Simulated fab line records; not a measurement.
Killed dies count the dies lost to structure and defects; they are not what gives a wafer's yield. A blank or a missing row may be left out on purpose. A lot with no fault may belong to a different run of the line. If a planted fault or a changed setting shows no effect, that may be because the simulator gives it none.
Commonality check across tools -- flow gf180mcu -- Sample size 13 lots and 39 wafers

## WHY IT WAS OPENED
At GF_PSD_RS_MEAS_14 the reading NSD_RS is flagged on 2 of 13 lots. Fault-free wafers read 46.13 ohm/sq, with a standard deviation of 0.08.
Rule: a lot gets a flag if all its wafers with a number sit over 4 standard deviations from that mean, or if no wafer of it has a number. As for the other lots, they are considered sound.

lot,measured,on,"NSD_RS (ohm/sq), wafer by wafer",flag
L657,day 14 04:59,film_metro-03,46.22 46.09 46.25,
L658,day 14 19:41,film_metro-02,46.22 46.18 46.21,
L660,day 15 13:22,film_metro-03,46.17 46.02 46.06,
L661,day 16 03:52,film_metro-02,46.16 46.21 46.18,
L663,day 16 17:38,film_metro-03,48.43 48.45 48.35,FLAGGED
L664,day 17 03:59,film_metro-02,48.31 48.58 48.41,FLAGGED
L674,day 20 06:27,film_metro-03,45.96 45.94 46.02,
L675,day 20 10:02,film_metro-02,46.12 46.06 46.10,
L676,day 20 16:15,film_metro-03,46.10 46.17 46.10,
L677,day 20 22:30,film_metro-01,45.99 46.12 46.16,
L678,day 21 12:39,film_metro-02,46.13 46.27 46.09,
L679,day 21 19:15,film_metro-01,45.99 45.99 46.16,
L680,day 22 07:25,film_metro-01,46.09 46.15 46.04,
On average the flagged lots' numbers are 48.42 ohm/sq, which is +2.29 ohm/sq against the usual, or +29 standard deviations.

## EACH LOT AND THE TOOL IT RAN ON
The record keeps 1 process step preceding the reading, out of 602 steps on the route. Cell contents, in order: the tool; ch with the chambers the sampled wafers went through; the start.
lot,flag,GF_PSD_RTA_13
L657,,"rtp_anneal-02 ch 0, day 14 04:54"
L658,,"rtp_anneal-01 ch 0, day 14 19:36"
L660,,"rtp_anneal-02 ch 0, day 15 13:12"
L661,,"rtp_anneal-02 ch 0, day 16 03:47"
L663,FLAGGED,"rtp_anneal-02 ch 0, day 16 17:33"
L664,FLAGGED,"rtp_anneal-02 ch 0, day 17 03:54"
L674,,"rtp_anneal-01 ch 0, day 20 06:22"
L675,,"rtp_anneal-01 ch 0, day 20 09:56"
L676,,"rtp_anneal-01 ch 0, day 20 16:10"
L677,,"rtp_anneal-02 ch 0, day 20 22:25"
L678,,"rtp_anneal-01 ch 0, day 21 12:34"
L679,,"rtp_anneal-01 ch 0, day 21 19:10"
L680,,"rtp_anneal-01 ch 0, day 22 07:20"
These steps, and what they do:
- GF_PSD_RTA_13: time 20 s.
- GF_PSD_RS_MEAS_14: measures by four-point-probe.

## FLAGGED OVER TOTAL, TOOL BY TOOL (the gauges that took the reading come last)
step,tool,lots run,flagged,share of the flagged lots,sound lots run after its first flagged lot
GF_PSD_RTA_13,rtp_anneal-01,7,0,none,-
GF_PSD_RTA_13,rtp_anneal-02,6,2,all,1 (L677)
GF_PSD_RS_MEAS_14,film_metro-01,3,0,none,-
GF_PSD_RS_MEAS_14,film_metro-02,5,1,some,"2 (L675,L678)"
GF_PSD_RS_MEAS_14,film_metro-03,5,1,some,"2 (L674,L676)"

## WHAT IS ALLOWED BY THE TABLE
All flagged lots share 1 row of the table, namely rtp_anneal-02 at GF_PSD_RTA_13.
- rtp_anneal-02 at GF_PSD_RTA_13 ran 6 lots, 2 of them flagged. Sound lots followed the first flagged one (L677) on it, something a lasting fault affecting the whole tool could not allow. Its own readings (wafer_temp_C_max) fall more than 4 standard deviations out on all wafers of the flagged lots.
Not one row of the table ran every flagged lot while running no sound lot after the first.

## WHAT HAD BEEN PUT IN BY THE SIMULATOR
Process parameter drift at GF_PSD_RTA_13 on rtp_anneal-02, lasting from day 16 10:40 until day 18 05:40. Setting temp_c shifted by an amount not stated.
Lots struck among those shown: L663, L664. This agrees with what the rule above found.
